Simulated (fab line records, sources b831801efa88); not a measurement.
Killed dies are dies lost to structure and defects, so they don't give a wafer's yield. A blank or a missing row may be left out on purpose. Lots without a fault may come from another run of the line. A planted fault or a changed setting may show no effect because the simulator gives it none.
fab line records | flow sfq_line
record lots=5 wafers=15 last_day=86
route steps=325 shown C5@240 M6@251
lots that met no fault: from a run of the same line without faults
start_h: hours from the record's first day to the start of the lot's first wafer shown | wait_h: hours since the lot's step before | " the same as in the row above | L1.1+2: a row that stands for several wafers | - no value, or no start given | * or withheld: withheld | < > ~ a bound
route shown NAME@n: a module of which the file shows steps, and the number in the route of the first | usual: mean/standard deviation of fault-free wafers | same: alike in all rows | chamber/n: place in a boat | sites: the reading at each site | _std_site: their standard deviation | _edge_site: outer sites' mean less inner sites' | radius_mm: how far each site lies from the wafer's centre | mask NAME#n: copy n | behind: the tool/chamber that last shaped the wafer | hold: why the lot was held/for how many hours/how that ended | device: the transistor (n, p or np) that didn't switch | end of line: the same wafers' tests at the end of the route | a step without rows: its recipe alone | killed: dies lost to structure and defects at the first sort, not the wafer's yield | map: a wafer's dies, x killed, . not, _ none there
set.NAME: the setting as run; set.NAME@STEP: as run at that earlier step | model.NAME: the simulator's own value behind a step, which no gauge read
lots at some steps of the route; a table a step, a row a wafer
services: from which hour (start_h, from the record's first day; less than 0 if before it) a tool's chamber was out of use, for how many hours, and why
## steps
# step SFQ_TRILAYER_C5_LITHO_COAT_156
# recipe resist=BARC spin_rpm=3000 resist_thk_nm=62
# step SFQ_TRILAYER_C5_LITHO_COAT_151
# recipe resist=KrF spin_rpm=3000 resist_thk_nm=650
# step SFQ_TRILAYER_C5_LITHO_SOFTBAKE_155
# recipe temp_c=withheld time_s=withheld resist=KrF
# step SFQ_TRILAYER_C5_LITHO_EXPOSE_152
# recipe mask_id=C5 na=0.6 source_shape=conventional sigma_outer=0.65 target_cd_nm=500 dose_mj=21.3
# step SFQ_TRILAYER_C5_LITHO_PEB_154
# recipe peb_temp_c=115 peb_time_s=60 resist=KrF
# step SFQ_TRILAYER_C5_LITHO_DEVELOP_153
# recipe time_s=60 resist=KrF
# step SFQ_C5_OVL_MEAS_937
# usual C5_OVL=-3/5
# columns lot.wafer tool chamber start_h wait_h C5_OVL[nm]
L881.1 overlay-01 - 1657.45 0.1 1
L881.2 " - " " 2
L881.6 " - " " -5
L886.2 overlay-01 - 1674.51 0.1 0
L886.5 " - " " 1
L886.6 " - " " 2
L892.4 overlay-02 - 1711.94 0.1 -9
L892.5 " - " " -1
L892.6 " - " " -3
L893.1 overlay-02 - 1722.85 0.1 1
L893.4 " - " " 0
L893.5 " - " " 1
L899.1 overlay-02 - 1750.67 0.1 -3
L899.3 " - " " -1
L899.5 " - " " -3
# step SFQ_TRILAYER_C5_BARC_OPEN_VIA_ETCH_210
# recipe mask_material=PR chemistry=O2 target_depth_nm=125 target=BARC source_w=500 bias_w=80 pressure_mtorr=30 time_s=41.7
# usual drypump_motor_current_A=5.7/0.61 oes_product_au=0.686/0.0043
# columns lot.wafer tool chamber start_h wait_h drypump_motor_current_A oes_product_au rf_hours_counter_h
L881.1 rie_diel-02 1 1657.49 0.0 4.8 0.682 2
L881.2 " 3 " " 5.7 0.689 16
L881.6 " 1 " " 4.8 0.682 -
L886.2 rie_diel-02 1 1674.54 0.0 4.8 0.689 3
L886.5 " 3 " " 5.7 0.679 -
L886.6 " 2 " " 6.3 0.690 -
L892.4 rie_diel-04 0 1711.96 0.0 5.1 0.686 14
L892.5 " 2 " " 5.2 0.686 -
L892.6 " 1 " " 4.9 0.678 -
L893.1 rie_diel-02 1 1722.88 0.0 4.8 0.690 3
L893.4 " 2 " " 6.3 0.683 15
L893.5 " 2 " " 6.3 0.690 -
L899.1 rie_diel-02 2 1750.71 0.0 6.2 0.682 15
L899.3 " 1 " " 4.8 0.684 4
L899.5 " 3 " " 5.7 0.685 -
# step SFQ_TRILAYER_C5_ETCH_VIA_ETCH_154
# recipe target=SiO2 mask_material=PR chemistry=CHF3 target_depth_nm=84 source_w=500 bias_w=80 pressure_mtorr=30 time_s=withheld stop_on=Nb
# usual drypump_motor_current_A=5.7/0.61 oes_product_au=0.898/0.0075
# columns lot.wafer tool chamber start_h wait_h drypump_motor_current_A oes_product_au
L881.1 rie_diel-02 1 1657.53 0.0 4.8 0.884
L881.2 " 3 " " 5.7 0.892
L881.6 " 1 " " 4.8 0.903
L886.2 rie_diel-02 1 1674.58 0.0 4.8 0.898
L886.5 " 3 " " 5.7 0.916
L886.6 " 2 " " 6.3 0.898
L892.4 rie_diel-04 0 1712.00 0.0 5.1 0.896
L892.5 " 2 " " 5.2 0.893
L892.6 " 1 " " 4.9 0.892
L893.1 rie_diel-02 1 1722.92 0.0 4.8 0.892
L893.4 " 2 " " 6.3 0.904
L893.5 " 2 " " 6.3 0.902
L899.1 rie_diel-02 2 1750.75 0.0 6.3 0.879
L899.3 " 1 " " 4.8 0.908
L899.5 " 3 " " 5.7 0.903
# step SFQ_TRILAYER_C5_STRIP_STRIP_155
# recipe gas=O2 power_w=200 platen_temp_c=40 overash_fraction=0.65 chemistry=O2 pressure_mtorr=50
# usual drypump_motor_current_A=5.6/0.43 oes_product_au=0.999/0.0066
# columns lot.wafer tool chamber start_h wait_h drypump_motor_current_A oes_product_au rf_hours_counter_h
L881.1 rie_metal-01 1 1657.58 - 6.0 1.000 79
L881.2 " 0 " " 5.2 1.005 63
L881.6 " 0 " " 5.2 1.001 -
L886.2 rie_metal-01 1 1674.63 - 6.0 1.001 81
L886.5 " 0 " " 5.2 0.993 -
L886.6 " 1 " " 6.0 1.007 -
L892.4 rie_metal-03 1 1712.25 - 4.8 1.001 -
L892.5 " 0 " " 6.1 0.997 -
L892.6 " 1 " " 4.8 1.007 -
L893.1 rie_metal-04 0 1722.97 - 5.6 0.987 73
L893.4 " 0 " " 5.6 0.984 -
L893.5 " 0 " " 5.6 0.985 -
L899.1 rie_metal-01 0 1750.79 - 5.2 0.996 75
L899.3 " 0 " " 5.2 1.000 -
L899.5 " 1 " " 6.0 0.997 -
# step SFQ_TRILAYER_C5_STRIP_SOLV_CLEAN_156
# recipe chemistry=NMP temp_c=70 time_s=600
# step SFQ_TRILAYER_M6_DEP_PRE_CLEAN_158
# recipe gas=Ar time_s=22.5 bias_v=250
# step SFQ_TRILAYER_M6_DEP_SPUTTER_157
# recipe material=Nb base_pressure_pa=1.33e-06 chamber_pressure_pa=0.1333 substrate_temp_c=20 target_thk_nm=200 power_w=2000 time_s=133.3
# usual chamber_pressure_pa=0.13328/0.00027 throttle_valve_pct=29.9/0.84
# columns lot.wafer tool chamber start_h wait_h chamber_pressure_pa throttle_valve_pct
L881.1 pvd_sputter-05 - 1658.56 0.0 0.13287 30.2
L881.2 " - " " 0.1332 29.6
L881.6 " - " " 0.13368 30.0
L886.2 pvd_sputter-06 - 1675.43 0.0 0.13368 31.3
L886.5 " - " " 0.13328 30.0
L886.6 " - " " 0.13297 29.5
L892.4 pvd_sputter-06 - 1712.90 0.0 0.13299 28.0
L892.5 " - " " 0.133 30.4
L892.6 " - " " 0.13295 29.7
L893.1 pvd_sputter-05 - 1723.78 0.0 0.1327 29.4
L893.4 " - " " 0.13326 30.7
L893.5 " - " " 0.13327 30.2
L899.1 pvd_sputter-05 - 1751.61 0.0 0.13331 29.5
L899.3 " - " " 0.13336 30.2
L899.5 " - " " 0.133 29.5
# step SFQ_M6_RS_MEAS_938
# recipe thk_meas_gauge=four-point-probe reads=Nb_of_TRILAYER_M6_DEP_SPUTTER_157
# usual M6_NB_RS=0.891/0.0088
# columns lot.wafer tool chamber start_h wait_h M6_NB_RS[ohm/sq]
L881.1 film_metro-02 - 1658.65 0.0 0.888
L881.2 " - " " 0.895
L881.6 " - " " 0.885
L886.2 film_metro-04 - 1675.54 0.1 1.293
L886.5 " - " " 0.893
L886.6 " - " " 0.893
L892.4 film_metro-02 - 1713.00 0.1 0.897
L892.5 " - " " 0.881
L892.6 " - " " 0.903
L893.1 film_metro-02 - 1723.87 0.0 0.880
L893.4 " - " " 0.885
L893.5 " - " " 0.889
L899.1 film_metro-02 - 1751.71 0.0 0.897
L899.3 " - " " 0.899
L899.5 " - " " 0.893
# step SFQ_TRILAYER_M6_LITHO_COAT_164
# recipe resist=BARC spin_rpm=3000 resist_thk_nm=62
# step SFQ_TRILAYER_M6_LITHO_COAT_159
# recipe resist=KrF spin_rpm=3000 resist_thk_nm=600
# step SFQ_TRILAYER_M6_LITHO_SOFTBAKE_163
# recipe temp_c=withheld time_s=withheld resist=KrF
# step SFQ_TRILAYER_M6_LITHO_EXPOSE_160
# recipe mask_id=M6 na=0.6 source_shape=conventional sigma_outer=0.65 target_cd_nm=500 dose_mj=14.4
# step SFQ_TRILAYER_M6_LITHO_PEB_162
# recipe peb_temp_c=115 peb_time_s=60 resist=KrF
# step SFQ_TRILAYER_M6_LITHO_DEVELOP_161
# recipe time_s=60 resist=KrF
# step SFQ_M6_OVL_MEAS_940
# usual M6_OVL=5/5.5
# columns lot.wafer tool chamber start_h wait_h M6_OVL[nm]
L881.1 overlay-01 - 1753.07 0.1 8
L881.2 " - " " 4
L881.6 " - " " 11
L886.2 overlay-01 - 1771.08 0.1 9
L886.5 " - " " 1
L886.6 " - " " 4
L892.4 overlay-01 - 1813.00 0.1 4
L892.5 " - " " 8
L892.6 " - " " 12
L893.1 overlay-01 - 1824.98 0.1 6
L893.4 " - " " 4
L893.5 " - " " 8
L899.1 overlay-02 - 1851.95 0.1 8
L899.3 " - " " 13
L899.5 " - " " 9
# step SFQ_TRILAYER_M6_BARC_OPEN_METAL_ETCH_206
# recipe mask_material=PR chemistry=O2 target_depth_nm=125 target=BARC icp_w=600 bias_w=80 pressure_mtorr=10 time_s=41.7
# usual drypump_motor_current_A=5.7/0.36 oes_product_au=0.685/0.0045
# columns lot.wafer tool chamber start_h wait_h drypump_motor_current_A oes_product_au rf_hours_counter_h
L881.1 rie_metal-02 1 1753.11 0.0 5.8 0.691 123
L881.2 " 0 " " 5.6 0.677 76
L881.6 " 1 " " 5.8 0.686 -
L886.2 rie_metal-02 0 1771.13 0.0 5.6 0.688 -
L886.5 " 0 " " 5.6 0.687 -
L886.6 " 0 " " 5.6 0.691 -
L892.4 rie_metal-03 0 1813.04 0.0 6.2 0.685 -
L892.5 " 0 " " 6.2 0.688 -
L892.6 " 1 " " 4.8 0.684 -
L893.1 rie_metal-02 0 1825.02 0.0 5.6 0.683 85
L893.4 " 1 " " 5.8 0.682 -
L893.5 " 1 " " 5.7 0.684 -
L899.1 rie_metal-02 1 1851.98 0.0 5.8 0.687 13
L899.3 " 0 " " 5.6 0.682 -
L899.5 " 0 " " 5.6 0.680 -
# step SFQ_TRILAYER_M6_ETCH_METAL_ETCH_162
# recipe target=Nb stop_on=SiO2 mask_material=PR chemistry=Cl2/Ar target_depth_nm=240 icp_w=600 bias_w=80 pressure_mtorr=10 time_s=120
# usual drypump_motor_current_A=5.7/0.36 oes_product_au=0.894/0.0068
# columns lot.wafer tool chamber start_h wait_h drypump_motor_current_A oes_product_au rf_hours_counter_h
L881.1 rie_metal-02 1 1753.17 0.0 5.8 0.885 123
L881.2 " 0 " " 5.6 0.897 76
L881.6 " 1 " " 5.8 0.897 -
L886.2 rie_metal-02 0 1771.27 0.1 5.6 0.776 -
L886.5 " 0 " " 5.6 0.884 -
L886.6 " 0 " " 5.6 0.893 -
L892.4 rie_metal-03 0 1813.12 0.1 6.1 0.887 -
L892.5 " 0 " " 6.1 0.897 -
L892.6 " 1 " " 4.8 0.891 -
L893.1 rie_metal-02 0 1825.08 0.0 5.6 0.907 85
L893.4 " 1 " " 5.8 0.905 -
L893.5 " 1 " " 5.8 0.899 -
L899.1 rie_metal-02 1 1852.04 0.0 5.8 0.879 13
L899.3 " 0 " " 5.6 0.891 -
L899.5 " 0 " " 5.6 0.889 -
# step SFQ_TRILAYER_M6_STRIP_STRIP_163
# recipe gas=O2 power_w=200 platen_temp_c=40 overash_fraction=0.65 chemistry=O2 pressure_mtorr=50
# usual drypump_motor_current_A=5.6/0.36 oes_product_au=1.001/0.0093
# columns lot.wafer tool chamber start_h wait_h drypump_motor_current_A oes_product_au rf_hours_counter_h
L881.1 rie_metal-02 1 1753.29 0.1 5.8 1.007 123
L881.2 " 0 " " 5.6 0.997 76
L881.6 " 1 " " 5.8 1.001 -
L886.2 rie_metal-02 0 1771.68 0.4 5.6 0.996 -
L886.5 " 0 " " 5.6 1.003 -
L886.6 " 0 " " 5.6 0.999 -
L892.4 rie_metal-03 0 1813.41 0.2 6.2 1.004 -
L892.5 " 0 " " 6.2 1.011 -
L892.6 " 1 " " 4.8 0.998 -
L893.1 rie_metal-02 0 1825.21 0.1 5.6 1.017 85
L893.4 " 1 " " 5.8 1.008 -
L893.5 " 1 " " 5.8 1.022 -
L899.1 rie_metal-02 1 1852.17 0.1 5.8 1.003 13
L899.3 " 0 " " 5.6 0.999 -
L899.5 " 0 " " 5.6 1.003 -
## services
# columns tool chamber start_h hours kind
rie_diel-02 3 1634.01 1.4 repair
pvd_sputter-05 - 1635.25 1.9 repair
rie_metal-03 0 1639.65 9.6 repair
pvd_sputter-06 - 1654.92 5.5 repair
rie_diel-02 - 1655.58 0.2 repair
rie_metal-03 - 1660.20 0.1 repair
rie_metal-01 1 1670.83 3.3 repair
rie_diel-04 0 1680.13 4.2 repair
rie_metal-03 - 1698.23 0.5 repair
rie_metal-04 - 1700.52 0.2 repair
rie_metal-01 1 1717.00 2.7 repair
rie_diel-04 0 1729.49 3.9 repair
rie_metal-03 0 1749.06 3.4 repair
rie_diel-02 3 1762.86 11.0 repair
rie_metal-02 1 1764.92 - clean
rie_metal-02 1 1764.92 - consumable_replace:esc
rie_metal-02 1 1764.92 - consumable_replace:focus_ring
rie_metal-04 - 1773.90 0.7 repair
rie_metal-02 0 1802.32 21.4 repair
pvd_sputter-05 - 1808.11 7.4 repair
rie_diel-02 1 1817.00 2.6 repair
rie_metal-03 - 1834.82 14.6 pm
rie_diel-02 3 1849.71 2.0 repair
rie_diel-02 1 1849.79 7.3 repair
## key
first_sign step=SFQ_M6_RS_MEAS_938 reading=M6_NB_RS direction=up sigmas=46 usual=0.891 struck=1.293
effect step=SFQ_TRILAYER_M6_ETCH_METAL_ETCH_162 reading=oes_product_au direction=down sigmas=17 usual=0.894 struck=0.776
met_at SFQ_TRILAYER_M6_DEP_SPUTTER_157
struck_wafers L886.2
fault kind=site_profile_drift tool=pvd_sputter-06 chamber=- onset_h=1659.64 steps=SFQ_TRILAYER_M6_DEP_SPUTTER_157 basis=fraction max_abs_drift=0.50568 slope_share_per_hr=112.37 site_pattern=0,0,0,0,0,-1,-1,-1,-1 scope=struck_wafers_only
